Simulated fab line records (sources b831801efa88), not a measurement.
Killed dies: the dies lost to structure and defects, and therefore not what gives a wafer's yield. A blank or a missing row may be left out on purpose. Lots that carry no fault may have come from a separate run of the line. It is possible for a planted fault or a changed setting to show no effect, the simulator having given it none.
fab line records -- flow sky130
record lots=5, wafers=15, last_day=49
route steps=708 shown POLY_CUT@318 SD_P@320 RES_XHIGH@332 SD_N@342
lots that met no fault: from a run of the same line without faults
start_h: hours from the record's opening day to when the first of the lot's shown wafers began -- wait_h: hours since the lot's step before -- " same as the row above -- L1.1+2: several wafers, shown together as one row -- - no value, or no start given -- * or withheld: withheld -- < > ~ a bound
route shown NAME@n: NAME is a module with steps in the file, n the number in the route of the first one -- usual: average and standard deviation across the fault-free wafers -- same: alike in all rows -- chamber/n: place in a boat -- sites: the reading at each site -- _std_site: the standard deviation of these -- _edge_site: mean of outer sites minus mean of inner sites -- radius_mm: how far each site lies from the wafer's centre -- mask NAME#n: copy n -- behind: tool/chamber where the wafer was last shaped -- hold: why the lot went on hold/how many hours it stayed there/how the hold came to an end -- device: names the non-switching transistor (n, p or np) -- end of line: at the end of the route, the tests of the same wafers -- a step given without rows: its recipe and nothing more -- killed: the dies lost at the first sort to structure and to defects; this is not the yield of the wafer -- map: the dies of a wafer, with x for killed, . for not killed, _ for no die there
set.NAME: the setting that was run; set.NAME@STEP: the one run at that earlier step -- model.NAME: the simulator's own value behind a step, which no gauge read
lots at some steps of the route; a table a step, a row a wafer
services: a tool's chamber out of use, with start hour (start_h, from the record's first day; less than 0 if before it), hours out, and reason
## steps
# step SKY_POLY_CUT_ETCH_11
# recipe target=Si3N4, chemistry=CF4/CH2F2/Ar, stop_on=poly-Si, source_w=600, bias_w=150, pressure_mtorr=40, cf4_flow_sccm=40, ch2f2_flow_sccm=20, Ar_flow_sccm=150, time_s=42.5, target_depth_a=600
# usual bias_w=150.0/0.45, chamber_pressure_mTorr=39.99/0.036, drypump_motor_current_A=5.6/0.46, oes_product_au=0.826/0.0064, throttle_valve_pct=14.995/0.0089
lot.wafer,tool,chamber,start_h,wait_h,bias_w,chamber_pressure_mTorr,drypump_motor_current_A,oes_product_au,rf_hours_counter_h,throttle_valve_pct
L629.2,rie_diel-02,2,624.96,0.0,150.5,39.95,5.6,0.831,2,14.993
L629.5,rie_diel-02,2,624.96,0.0,150.3,39.94,5.6,0.837,-,14.999
L629.6,rie_diel-02,3,624.96,0.0,150.3,40.04,5.2,0.836,-,14.988
L630.1,rie_diel-02,0,638.54,0.0,150.5,39.97,5.8,0.821,2,14.997
L630.3,rie_diel-02,2,638.54,0.0,149.8,39.95,5.6,0.816,3,14.984
L630.5,rie_diel-02,2,638.54,0.0,150.0,40.02,5.6,0.824,-,14.998
L633.1,rie_diel-03,0,661.09,0.0,150.5,40.01,6.1,0.816,1,14.993
L633.4,rie_diel-03,1,661.09,0.0,150.6,40.00,6.3,0.810,7,14.983
L633.5,rie_diel-03,1,661.09,0.0,150.1,39.98,6.3,0.814,-,14.975
L635.3,rie_diel-03,3,683.76,0.0,149.8,40.03,5.5,0.822,18,14.997
L635.4,rie_diel-03,2,683.76,0.0,150.5,40.04,5.5,0.815,3,14.998
L635.5,rie_diel-03,0,683.76,0.0,149.7,40.00,6.1,0.822,-,14.987
L642.3,rie_diel-04,0,723.86,0.0,149.7,40.00,4.9,0.823,7,14.978
L642.4,rie_diel-04,1,723.86,0.0,150.1,39.95,5.9,0.834,14,14.990
L642.5,rie_diel-04,1,723.86,0.0,149.9,40.01,5.9,0.828,-,15.008
# step SKY_POLY_CUT_STRIP_12
# recipe chemistry=O2/N2, power_w=1400, pressure_mtorr=1500, platen_temp_c=withheld, o2_flow_sccm=3000, n2_flow_sccm=300, overash_fraction=0.5
# usual chamber_pressure_mTorr=1500.4/1.5, drypump_motor_current_A=6.19/0.28, oes_product_au=0.452/0.0046, strip_time_to_endpoint_s=5.354/0.015
lot.wafer,tool,chamber,start_h,wait_h,chamber_pressure_mTorr,drypump_motor_current_A,oes_product_au,rf_hours_counter_h,strip_time_to_endpoint_s
L629.2,plasma_asher-02,1,625.00,0.0,1499.3,6.55,0.462,91,5.337
L629.5,plasma_asher-02,0,625.00,0.0,1501.3,5.77,0.450,-,5.340
L629.6,plasma_asher-02,1,625.00,0.0,1501.4,6.48,0.468,-,5.339
L630.1,plasma_asher-01,0,638.58,0.0,1500.4,5.88,0.455,84,5.350
L630.3,plasma_asher-01,0,638.58,0.0,1498.7,5.85,0.452,-,5.348
L630.5,plasma_asher-01,0,638.58,0.0,1497.5,5.87,0.447,-,5.340
L633.1,plasma_asher-01,1,661.13,0.0,1499.9,6.37,0.449,86,5.367
L633.4,plasma_asher-01,1,661.13,0.0,1499.5,6.36,0.448,-,5.321
L633.5,plasma_asher-01,0,661.13,0.0,1501.3,5.84,0.452,-,5.324
L635.3,plasma_asher-04,1,683.83,0.1,1499.1,6.27,0.451,-,5.341
L635.4,plasma_asher-04,0,683.83,0.1,1500.0,6.35,0.452,-,5.355
L635.5,plasma_asher-04,0,683.83,0.1,1499.2,6.34,0.460,-,5.382
L642.3,plasma_asher-02,0,723.93,0.1,1499.8,5.79,0.453,-,5.355
L642.4,plasma_asher-02,1,723.93,0.1,1502.5,6.51,0.456,-,5.368
L642.5,plasma_asher-02,0,723.93,0.1,1497.7,5.77,0.448,-,5.364
# step SKY_SD_P_DEHYDRATE_00
# recipe temp_c=200, time_s=60
# step SKY_SD_P_HMDS_01
# recipe prime_time_s=60, prime_temp_c=120
# step SKY_SD_P_COAT_02
# recipe resist=NOVOLAK, spin_rpm=3000, resist_thk_nm=1140
# step SKY_SD_P_SOFTBAKE_03
# recipe temp_c=90, time_s=60, resist=NOVOLAK
# step SKY_SD_P_EXPOSE_04
# recipe mask_id=PSDM, na=0.6, source_shape=conventional, sigma_outer=0.6, polarization=unpolarized, target_cd_nm=380, dose_mj=138
# step SKY_SD_P_PEB_05
# recipe temp_c=withheld, time_s=*, resist=NOVOLAK
# step SKY_SD_P_DEVELOP_06
# recipe resist=NOVOLAK, developer=TMAH, develop_time_s=60, dev_temp_c=23
# step SKY_SD_P_CD_MEAS_07
# recipe target_cd_nm=380
# usual cd_nm=380.1/2.5
lot.wafer,tool,chamber,start_h,wait_h,cd_nm
L629.2,cd_sem-01,-,653.08,0.1,377.6
L629.5,cd_sem-01,-,653.08,0.1,380.5
L629.6,cd_sem-01,-,653.08,0.1,379.1
L630.1,cd_sem-01,-,667.11,0.1,384.0
L630.3,cd_sem-01,-,667.11,0.1,383.7
L630.5,cd_sem-01,-,667.11,0.1,382.4
L633.1,cd_sem-01,-,688.65,0.1,375.4
L633.4,cd_sem-01,-,688.65,0.1,376.3
L633.5,cd_sem-01,-,688.65,0.1,374.4
L635.3,cd_sem-02,-,711.14,0.1,378.8
L635.4,cd_sem-02,-,711.14,0.1,380.3
L635.5,cd_sem-02,-,711.14,0.1,379.7
L642.3,cd_sem-02,-,751.03,0.1,382.0
L642.4,cd_sem-02,-,751.03,0.1,380.8
L642.5,cd_sem-02,-,751.03,0.1,381.7
# step SKY_SD_P_OVL_MEAS_08
# usual SD_P_OVL=-0.2/1
lot.wafer,tool,chamber,start_h,wait_h,SD_P_OVL[nm]
L629.2,overlay-01,-,653.18,0.1,-1.1
L629.5,overlay-01,-,653.18,0.1,-0.7
L629.6,overlay-01,-,653.18,0.1,-0.2
L630.1,overlay-01,-,667.23,0.1,-0.4
L630.3,overlay-01,-,667.23,0.1,-0.2
L630.5,overlay-01,-,667.23,0.1,-1.3
L633.1,overlay-02,-,688.77,0.1,-2.5
L633.4,overlay-02,-,688.77,0.1,-0.4
L633.5,overlay-02,-,688.77,0.1,-0.9
L635.3,overlay-02,-,711.23,0.1,-0.3
L635.4,overlay-02,-,711.23,0.1,-0.3
L635.5,overlay-02,-,711.23,0.1,-1.3
L642.3,overlay-02,-,751.12,0.1,-0.6
L642.4,overlay-02,-,751.12,0.1,-0.1
L642.5,overlay-02,-,751.12,0.1,1.5
# step SKY_SD_P_IMPLANT_09
# recipe species=BF2, energy_kev=20, dose_cm2=3e+15, tilt_deg=0
# step SKY_SD_P_STRIP_10
# recipe chemistry=O2/N2, power_w=1400, pressure_mtorr=1500, platen_temp_c=withheld, o2_flow_sccm=3000, n2_flow_sccm=300, overash_fraction=0.5
# usual chamber_pressure_mTorr=1500.1/1.5, drypump_motor_current_A=6.21/0.2, oes_product_au=0.618/0.0046, strip_time_to_endpoint_s=17.49/0.051
lot.wafer,tool,chamber,start_h,wait_h,chamber_pressure_mTorr,drypump_motor_current_A,oes_product_au,rf_hours_counter_h,strip_time_to_endpoint_s,model.NOVOLAK_of_SD_P_COAT_02.thk_nm
L629.2,plasma_asher-02,1,653.36,0.1,1499.8,6.52,0.627,94,17.51,0
L629.5,plasma_asher-02,1,653.36,0.1,1500.2,6.49,0.621,-,17.48,0
L629.6,plasma_asher-02,0,653.36,0.1,1498.0,5.75,0.624,-,17.49,0
L630.1,plasma_asher-03,0,667.41,0.1,1500.2,5.96,0.614,24,17.45,0
L630.3,plasma_asher-03,0,667.41,0.1,1498.4,5.95,0.620,-,17.46,0
L630.5,plasma_asher-03,0,667.41,0.1,1501.3,5.96,0.615,-,17.47,0
L633.1,plasma_asher-02,1,688.95,0.1,1497.4,6.56,0.786,96,-,139.3
L633.4,plasma_asher-02,0,688.95,0.1,1500.8,5.76,0.785,-,-,139.6
L633.5,plasma_asher-02,0,688.95,0.1,1499.1,5.75,0.786,-,-,139.6
L635.3,plasma_asher-04,1,711.44,0.1,1498.5,6.27,0.619,-,17.48,0
L635.4,plasma_asher-04,0,711.44,0.1,1500.2,6.34,0.623,-,17.54,0
L635.5,plasma_asher-04,1,711.44,0.1,1499.1,6.25,0.624,-,17.52,0
L642.3,plasma_asher-04,0,751.33,0.1,1498.9,6.35,0.614,-,17.37,0
L642.4,plasma_asher-04,1,751.33,0.1,1496.5,6.25,0.619,-,17.41,0
L642.5,plasma_asher-04,1,751.33,0.1,1499.6,6.24,0.610,-,17.40,0
# step SKY_SD_P_TW_MEAS_11
# usual SD_P_TW=2829/18
lot.wafer,tool,chamber,start_h,wait_h,SD_P_TW
L629.2,film_metro-03,-,653.47,0.1,2813
L629.5,film_metro-03,-,653.47,0.1,2823
L629.6,film_metro-03,-,653.47,0.1,2804
L630.1,film_metro-03,-,667.51,0.1,2824
L630.3,film_metro-03,-,667.51,0.1,2817
L630.5,film_metro-03,-,667.51,0.1,2830
L633.1,film_metro-03,-,689.05,0.1,2814
L633.4,film_metro-03,-,689.05,0.1,2816
L633.5,film_metro-03,-,689.05,0.1,2809
L635.3,film_metro-03,-,711.52,0.1,2822
L635.4,film_metro-03,-,711.52,0.1,2813
L635.5,film_metro-03,-,711.52,0.1,2821
L642.3,film_metro-02,-,751.42,0.1,2804
L642.4,film_metro-02,-,751.42,0.1,2814
L642.5,film_metro-02,-,751.42,0.1,2809
# step SKY_RES_XHIGH_DEHYDRATE_00
# recipe temp_c=200, time_s=60
# step SKY_RES_XHIGH_HMDS_01
# recipe prime_time_s=60, prime_temp_c=120
# step SKY_RES_XHIGH_COAT_02
# recipe resist=NOVOLAK, spin_rpm=3000, resist_thk_nm=1140
# step SKY_RES_XHIGH_SOFTBAKE_03
# recipe temp_c=90, time_s=60, resist=NOVOLAK
# step SKY_RES_XHIGH_EXPOSE_04
# recipe mask_id=URPM, na=0.6, source_shape=conventional, sigma_outer=0.6, polarization=unpolarized, target_cd_nm=1270, dose_mj=140
# step SKY_RES_XHIGH_PEB_05
# recipe temp_c=withheld, time_s=*, resist=NOVOLAK
# step SKY_RES_XHIGH_DEVELOP_06
# recipe resist=NOVOLAK, developer=TMAH, develop_time_s=60, dev_temp_c=23
# step SKY_RES_XHIGH_IMPLANT_07
# recipe species=BF2, energy_kev=20, dose_cm2=3.6e+14, tilt_deg=0
# step SKY_RES_XHIGH_STRIP_08
# recipe chemistry=O2/N2, power_w=1400, pressure_mtorr=1500, platen_temp_c=withheld, o2_flow_sccm=3000, n2_flow_sccm=300, overash_fraction=0.5
# usual chamber_pressure_mTorr=1499.9/1.3, drypump_motor_current_A=6.1/0.31, oes_product_au=0.711/0.0043, strip_time_to_endpoint_s=14.26/0.038
lot.wafer,tool,chamber,start_h,wait_h,chamber_pressure_mTorr,drypump_motor_current_A,oes_product_au,rf_hours_counter_h,strip_time_to_endpoint_s
L629.2,plasma_asher-03,0,682.16,0.1,1502.8,6.0,0.719,26,14.19
L629.5,plasma_asher-03,1,682.16,0.1,1498.2,6.2,0.705,-,14.28
L629.6,plasma_asher-03,0,682.16,0.1,1500.9,6.0,0.714,-,14.33
L630.1,plasma_asher-01,0,694.86,0.1,1500.0,5.8,0.711,89,14.26
L630.3,plasma_asher-01,0,694.86,0.1,1499.5,5.8,0.708,-,14.25
L630.5,plasma_asher-01,0,694.86,0.1,1500.2,5.8,0.704,-,14.25
L633.1,plasma_asher-02,0,717.10,0.1,1499.3,5.7,0.712,99,16.32
L633.4,plasma_asher-02,1,717.10,0.1,1500.5,6.5,0.702,-,16.40
L633.5,plasma_asher-02,0,717.10,0.1,1503.4,5.8,0.711,-,16.32
L635.3,plasma_asher-03,1,739.44,0.1,1500.7,6.2,0.713,-,14.23
L635.4,plasma_asher-03,0,739.44,0.1,1501.3,6.0,0.706,-,14.24
L635.5,plasma_asher-03,0,739.44,0.1,1499.6,6.0,0.712,-,14.24
L642.3,plasma_asher-02,0,778.29,0.1,1499.4,5.8,0.707,-,14.30
L642.4,plasma_asher-02,1,778.29,0.1,1501.8,6.5,0.707,-,14.33
L642.5,plasma_asher-02,0,778.29,0.1,1499.1,5.8,0.717,-,14.29
# step SKY_RES_XHIGH_TW_MEAS_09
# usual RES_XHIGH_TW=1647/12
lot.wafer,tool,chamber,start_h,wait_h,RES_XHIGH_TW
L629.2,film_metro-03,-,682.27,0.1,1632
L629.5,film_metro-03,-,682.27,0.1,1626
L629.6,film_metro-03,-,682.27,0.1,1620
L630.1,film_metro-04,-,694.96,0.1,1662
L630.3,film_metro-04,-,694.96,0.1,1664
L630.5,film_metro-04,-,694.96,0.1,1665
L633.1,film_metro-02,-,717.20,0.1,30
L633.4,film_metro-02,-,717.20,0.1,30
L633.5,film_metro-02,-,717.20,0.1,30
L635.3,film_metro-04,-,739.53,0.1,1662
L635.4,film_metro-04,-,739.53,0.1,1661
L635.5,film_metro-04,-,739.53,0.1,1661
L642.3,film_metro-04,-,778.38,0.1,1656
L642.4,film_metro-04,-,778.38,0.1,1649
L642.5,film_metro-04,-,778.38,0.1,1647
# step SKY_SD_N_DEHYDRATE_00
# recipe temp_c=200, time_s=60
## services
tool,chamber,start_h,hours,kind
rie_diel-02,0,639.28,4.5,repair
rie_diel-04,2,650.75,1.4,repair
plasma_asher-02,-,655.04,9.5,repair
rie_diel-03,1,687.39,13.2,repair
rie_diel-03,2,688.94,3.4,repair
rie_diel-03,0,722.62,4.6,repair
plasma_asher-02,-,733.75,9.0,pm
plasma_asher-02,0,733.75,9.0,vent_cycle
plasma_asher-02,1,733.75,9.0,vent_cycle
rie_diel-04,1,737.34,2.4,repair
rie_diel-04,3,739.74,-,clean
rie_diel-04,3,739.74,15.5,scheduled_down
rie_diel-04,3,739.74,15.5,vent_cycle
plasma_asher-02,0,742.75,-,clean
plasma_asher-02,1,742.75,-,clean
plasma_asher-03,-,757.29,3.5,repair
rie_diel-02,3,764.44,26.5,repair
rie_diel-03,-,764.97,38.8,repair
rie_diel-03,2,774.71,6.1,repair
## key
first_sign step=SKY_SD_P_STRIP_10, reading=oes_product_au, direction=up, sigmas=36, usual=0.618, struck=0.786
effect step=SKY_RES_XHIGH_STRIP_08, reading=strip_time_to_endpoint_s, direction=up, sigmas=54, usual=*, struck=*
effect step=SKY_RES_XHIGH_TW_MEAS_09, reading=RES_XHIGH_TW, direction=down, sigmas=99+, usual=1647, struck=30
model_effect step=SKY_SD_P_STRIP_10, value=NOVOLAK_of_SD_P_COAT_02.thk_nm, without=0, struck=139.5
model_effect step=SKY_PAD_OPEN_PROBE_99, value=etest.res_xhigh_po.open, without=0, struck=1
met_at SKY_SD_P_STRIP_10
struck_wafers L633.1,L633.4,L633.5
sort_left_out L633.1,L633.4,L633.5
tester_left_out L633
onset_between 653.36 688.95
fault kind=strip_aborted, tool=plasma_asher-02, chamber=-, onset_h=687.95, steps=SKY_SD_P_STRIP_10, offset=0.41363, end_h=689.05
# tester_left_out: of these lots the tester's yield and bins aren't shown, on N5 and GAA mostly nor the transistor test; their killed dies are dies lost to structure and defects alone, not to doping, threshold or leakage, so they don't give the yield
# sort_left_out: the simulated sort isn't trusted on such a fault, so these wafers' sort isn't shown, and their yield isn't known
